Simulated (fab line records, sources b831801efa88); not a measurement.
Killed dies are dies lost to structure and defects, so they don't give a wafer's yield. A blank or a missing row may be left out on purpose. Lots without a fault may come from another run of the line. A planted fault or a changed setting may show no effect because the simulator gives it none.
Chamber matching | flow sky130 | SKY_POLY_GATE_ETCH_15 on rie_diel-01: 3 sister chambers
The step etches BARC in N2/H2, stops on SiO2, time 118.5 s, target depth 110 nm. 14 wafers are shown with their chamber, then 6 later ones without.

WAFERS WITH THEIR CHAMBER
wafer  | chamber | drypump_motor_current_A (A) | throttle_valve_pct (%) | oes_product_au (a.u.)
L538.1 | 2       | 5.6                         | 13.219                 | 0.712
L538.2 | 0       | 5.4                         | 13.219                 | 0.714
L538.4 | 1       | 6.5                         | 13.213                 | 0.715
L540.2 | 2       | 5.6                         | 13.208                 | 0.712
L540.3 | 1       | 6.5                         | 13.211                 | 0.717
L540.5 | 0       | 5.4                         | 13.193                 | 0.717
L545.1 | 1       | 6.6                         | 13.208                 | 0.717
L545.2 | 0       | 5.4                         | 13.217                 | 0.720
L545.3 | 2       | 5.6                         | 13.206                 | 0.716
L548.1 | 2       | 5.6                         | 13.224                 | 0.710
L548.4 | 1       | 6.5                         | 13.229                 | 0.721
L548.6 | 2       | 5.6                         | 13.210                 | 0.724
L551.2 | 1       | 6.5                         | 13.217                 | 0.712
L551.3 | 2       | 5.6                         | 13.204                 | 0.718

SIGNATURES (means of the wafers above)
reading                 | chamber 0 | chamber 1 | chamber 2 | scatter within a chamber
drypump_motor_current_A | 5.400     | 6.520     | 5.600     | 0.027
throttle_valve_pct      | 13.20967  | 13.21560  | 13.21183  | 0.00953
oes_product_au          | 0.71700   | 0.71640   | 0.71533   | 0.00421
Rule: a wafer's distance from a chamber is the root of the sum, over the readings, of the square of ((its reading less the chamber's mean) divided by the reading's scatter). The wafer belongs to the nearest chamber; if the next one is less than 2 further off, it can't be placed. The scatter: the root of (the sum of the squares of (reading less its chamber's mean) over the shown wafers, divided by (wafers less chambers)).

WAFERS WITHOUT THEIR CHAMBER
wafer  | drypump_motor_current_A (A) | throttle_valve_pct (%) | oes_product_au (a.u.)
L551.5 | 5.6                         | 13.208                 | 0.724
L556.1 | 6.5                         | 13.211                 | 0.725
L556.2 | 5.4                         | 13.210                 | 0.719
L556.3 | 5.6                         | 13.220                 | 0.720
L559.1 | 5.4                         | 13.211                 | 0.714
L559.3 | 5.6                         | 13.219                 | 0.717

WHICH CHAMBER EACH WENT THROUGH
wafer  | from the rows above | in truth
L551.5 | 2                   | 2
L556.1 | 1                   | 1
L556.2 | 0                   | 0
L556.3 | 2                   | 2
L559.1 | 0                   | 0
L559.3 | 2                   | 2
Placed correctly: 6 of 6. Can't be placed from these rows: 0. Placed wrongly: 0.
